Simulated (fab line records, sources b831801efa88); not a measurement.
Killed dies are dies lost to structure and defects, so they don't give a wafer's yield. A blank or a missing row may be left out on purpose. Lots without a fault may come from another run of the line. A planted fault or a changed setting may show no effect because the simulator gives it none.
Which tool did it? | flow gf180mcu | 6 lots, 18 wafers sampled, at 3 steps of a route of 602

WHAT THE GAUGES READ, wafer by wafer
GF_SAB_CD_MEAS_09: target cd 420 nm.
lot  | measured     | on        | cd_nm (nm)
L855 | day 15 12:34 | cd_sem-02 | 420.7 417.0 420.5
L857 | day 16 04:33 | cd_sem-01 | 423.7 422.3 422.6
L862 | day 18 00:50 | cd_sem-02 | 419.5 418.7 418.2
L864 | day 18 20:08 | cd_sem-02 | 416.9 417.8 419.3
L868 | day 20 13:59 | cd_sem-02 | 420.1 421.1 419.3
L876 | day 22 19:04 | cd_sem-01 | 421.3 421.5 420.5

WHICH TOOL RAN EACH LOT (tool, then ch and the chambers of the sampled wafers, then the start)
lot  | GF_SAB_CVD_00                   | GF_SAB_EXPOSE_06
L855 | pecvd-02 ch 0,2, day 14 15:46   | iline_stepper-02 ch 0, day 15 02:09
L857 | pecvd-04 ch 0,1, day 15 06:59   | iline_stepper-02 ch 0, day 15 18:16
L862 | pecvd-01 ch 0,1, day 17 01:39   | iline_stepper-01 ch 0, day 17 13:08
L864 | pecvd-02 ch 0,2, day 17 20:29   | iline_stepper-01 ch 0, day 18 08:40
L868 | pecvd-04 ch 0,2, day 19 13:47   | iline_stepper-02 ch 0, day 20 01:54
L876 | pecvd-02 ch 0,1,2, day 21 19:46 | iline_stepper-01 ch 0, day 22 07:38
- GF_SAB_CVD_00: deposits SiO2 from TEOS, target thk 50 nm, time 4.9302 s.
- GF_SAB_EXPOSE_06: exposes mask SAB, target cd 420 nm.

THE ANSWER, worked out from the rows above alone
Rule: what is usual is taken from the lots themselves. Put in order of their means at a reading, lots are off if they are a third of the lots or fewer, leave a main group of 4 or more, and stand apart from it by a gap of 3 or more times the standard deviation of the main group's means; of several such gaps the widest counts. A main group whose means are all the same, to the digits that the tables above print for the reading, isn't used. A lot without any number at a reading at which 4 lots or more have one is off too. The other lots that the step has rows for count as sound.
No lot is off at any reading shown: from this, nothing can be told.

WHAT THE SIMULATOR HAD PUT IN
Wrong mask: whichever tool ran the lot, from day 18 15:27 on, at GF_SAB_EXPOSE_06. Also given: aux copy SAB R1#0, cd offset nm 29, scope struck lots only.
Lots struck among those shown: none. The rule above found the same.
